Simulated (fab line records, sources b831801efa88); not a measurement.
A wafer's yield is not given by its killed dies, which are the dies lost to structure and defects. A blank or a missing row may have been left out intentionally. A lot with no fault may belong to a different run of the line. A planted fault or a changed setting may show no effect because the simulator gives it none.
Which of the tools did it? -- flow gf180mcu -- 15 lots, 45 wafers sampled, at 4 steps of a route of 602

WHAT EACH GAUGE READ, for each wafer
GF_HV_LDD_OVL_MEAS_47. Usual: for HV_LDD_03_OVL the level is -0.1 nm and the standard deviation is 1.5.
lot,measured,on,HV_LDD_03_OVL (nm),flag
L606,day 12 16:26,overlay-02,-2.4 -1.4 -3.3,
L607,day 13 01:39,overlay-01,0.8 0.3 1.3,
L608,day 13 12:58,overlay-02,0.3 -1.3 -0.3,
L609,day 13 19:22,overlay-02,-2.2 -2.9 -0.6,
L611,day 14 13:20,overlay-01,1.1 -1.7 1.6,
L613,day 15 07:43,overlay-01,0.6 -0.2 -1.7,
L614,day 15 16:41,overlay-02,-0.4 1.0 -1.7,
L615,day 15 23:52,overlay-01,-1.7 0.7 2.5,
L616,day 16 04:04,overlay-01,1.6 -0.9 -2.1,
L617,day 16 13:58,overlay-02,-0.1 -0.3 -0.2,
L623,day 18 07:37,overlay-01,-1.1 -1.6 -0.9,
L625,day 19 06:56,overlay-02,-3.3 -2.6 -2.9,
L626,day 19 13:13,overlay-01,0.1 -1.4 -1.3,
L627,day 19 16:55,overlay-01,-0.2 1.0 -1.3,
L628,day 20 02:20,overlay-01,1.6 1.8 1.8,

GF_SAB_OVL_MEAS_10. Usual: for SAB_OVL the level is -0.4 nm and the standard deviation is 1.4.
lot,measured,on,SAB_OVL (nm),flag
L606,day 15 10:26,overlay-01,1.0 0.8 0.0,
L607,day 15 20:56,overlay-02,-1.9 0.6 -1.2,
L608,day 16 09:14,overlay-01,-1.9 -2.2 -2.7,
L609,day 16 16:07,overlay-01,0.9 1.7 1.0,
L611,day 17 10:35,overlay-01,-1.0 -1.8 -2.7,
L613,day 18 06:55,overlay-01,-1.6 -1.9 -1.1,
L614,day 18 18:25,overlay-01,- - -,OFF
L615,day 19 04:14,overlay-01,- - -,OFF
L616,day 19 05:28,overlay-01,- - -,OFF
L617,day 19 15:43,overlay-01,0.0 0.0 -1.7,
L623,day 21 13:26,overlay-01,0.9 0.9 0.0,
L625,day 22 10:56,overlay-01,0.1 0.0 0.6,
L626,day 22 16:02,overlay-01,-2.6 -1.8 -1.7,
L627,day 22 20:14,overlay-02,0.4 1.2 -0.9,
L628,day 23 05:32,overlay-01,-0.1 -0.4 -0.7,

TOOL THAT RAN EACH LOT (tool first, then ch and the chambers of the sampled wafers, then the start)
lot,GF_HV_LDD_RTA_52,GF_SAB_EXPOSE_06
L606,"rtp-anneal-02 ch 0, day 12 16:50","iline-stepper-02 ch 0, day 14 23:41"
L607,"rtp-anneal-02 ch 0, day 13 02:03","iline-stepper-01 ch 0, day 15 10:10"
L608,"rtp-anneal-01 ch 0, day 13 13:22","iline-stepper-01 ch 0, day 15 22:12"
L609,"rtp-anneal-02 ch 0, day 13 19:50","iline-stepper-02 ch 0, day 16 04:26"
L611,"rtp-anneal-01 ch 0, day 14 13:44","iline-stepper-01 ch 0, day 16 23:24"
L613,"rtp-anneal-01 ch 0, day 15 08:07","iline-stepper-01 ch 0, day 17 19:23"
L614,"rtp-anneal-02 ch 0, day 15 17:05","iline-stepper-01, day 18 06:30"
L615,"rtp-anneal-02 ch 0, day 16 00:16","iline-stepper-02, day 18 15:56"
L616,"rtp-anneal-02 ch 0, day 16 04:28","iline-stepper-02, day 18 17:30"
L617,"rtp-anneal-02 ch 0, day 16 14:22","iline-stepper-01 ch 0, day 19 03:40"
L623,"rtp-anneal-01 ch 0, day 18 08:04","iline-stepper-01 ch 0, day 21 01:37"
L625,"rtp-anneal-02 ch 0, day 19 07:20","iline-stepper-01 ch 0, day 21 23:44"
L626,"rtp-anneal-01 ch 0, day 19 13:38","iline-stepper-01 ch 0, day 22 04:55"
L627,"rtp-anneal-01 ch 0, day 19 17:19","iline-stepper-01 ch 0, day 22 08:40"
L628,"rtp-anneal-01 ch 0, day 20 02:44","iline-stepper-01 ch 0, day 22 18:10"
- GF_HV_LDD_RTA_52: time 10 s.
- GF_SAB_EXPOSE_06: exposes mask SAB, target cd 420 nm.

AS READ BY THE TOOLS THEMSELVES (means over the sampled wafers that have a number; for cases with no such wafer, the mark the record gives instead)
GF_HV_LDD_RTA_52. Usual: lamp-power-pct 31.9 %, standard deviation 2.4; wafer_temp_C_max 1005.1, standard deviation 1.3.
lot,tool,lamp-power-pct (%),wafer_temp_C_max,flag
L606,rtp-anneal-02,34.1,1004.0,
L607,rtp-anneal-02,34.1,1004.6,
L608,rtp-anneal-01,29.3,1005.8,
L609,rtp-anneal-02,34.1,1004.5,
L611,rtp-anneal-01,29.3,1006.2,
L613,rtp-anneal-01,29.3,1006.2,
L614,rtp-anneal-02,34.1,1004.4,
L615,rtp-anneal-02,34.1,1004.8,
L616,rtp-anneal-02,34.1,1004.1,
L617,rtp-anneal-02,34.1,1004.5,
L623,rtp-anneal-01,29.3,1006.1,
L625,rtp-anneal-02,34.1,1005.4,
L626,rtp-anneal-01,29.3,1005.7,
L627,rtp-anneal-01,29.3,1007.5,
L628,rtp-anneal-01,29.3,1005.7,

GF_SAB_EXPOSE_06. Usual: exposure-dose-mJ-cm2 139.95, standard deviation 0.14; focus-offset-nm 0.0 nm, standard deviation 0.55.
lot,tool,exposure-dose-mJ-cm2,focus-offset-nm (nm),flag
L606,iline-stepper-02,139.85,-0.2,
L607,iline-stepper-01,139.90,0.3,
L608,iline-stepper-01,139.92,-0.2,
L609,iline-stepper-02,139.86,0.3,
L611,iline-stepper-01,139.90,-0.1,
L613,iline-stepper-01,140.01,0.0,
L614,iline-stepper-01,-,-,OFF
L615,iline-stepper-02,-,-,OFF
L616,iline-stepper-02,-,-,OFF
L617,iline-stepper-01,139.96,-0.9,
L623,iline-stepper-01,139.83,-0.1,
L625,iline-stepper-01,140.00,0.3,
L626,iline-stepper-01,140.14,0.4,
L627,iline-stepper-01,139.92,-0.4,
L628,iline-stepper-01,140.08,-0.0,

THE ANSWER, worked out from the rows above alone
Rule: a lot counts as off when the mean over its wafers that have a number is more than 3 standard deviations away from the usual mean. Also off: a lot with no number at a reading for which 4 or more lots have one. All remaining lots with rows at the step are treated as sound. After the gauges, taken in route order, come the tools' own readings; for these a lot's mean is taken, as printed above. The first step at which some lot is off is used, and at that step the reading that is off furthest; a lot without a number counts as furthest.
Off: L614, L615, L616, at GF_SAB_OVL_MEAS_10 (SAB_OVL). Without a number there: L614, L615, L616.
If a tool, at a process step before that reading, ran all the lots that are off and no sound lot after the first of them, it fits. Not tried: the gauges at GF_SAB_OVL_MEAS_10; whatever is off there is also off at GF_SAB_EXPOSE_06, on other tools, and gauge error can't account for it. Of those tried, none fits.

WHAT HAD BEEN PUT IN BY THE SIMULATOR
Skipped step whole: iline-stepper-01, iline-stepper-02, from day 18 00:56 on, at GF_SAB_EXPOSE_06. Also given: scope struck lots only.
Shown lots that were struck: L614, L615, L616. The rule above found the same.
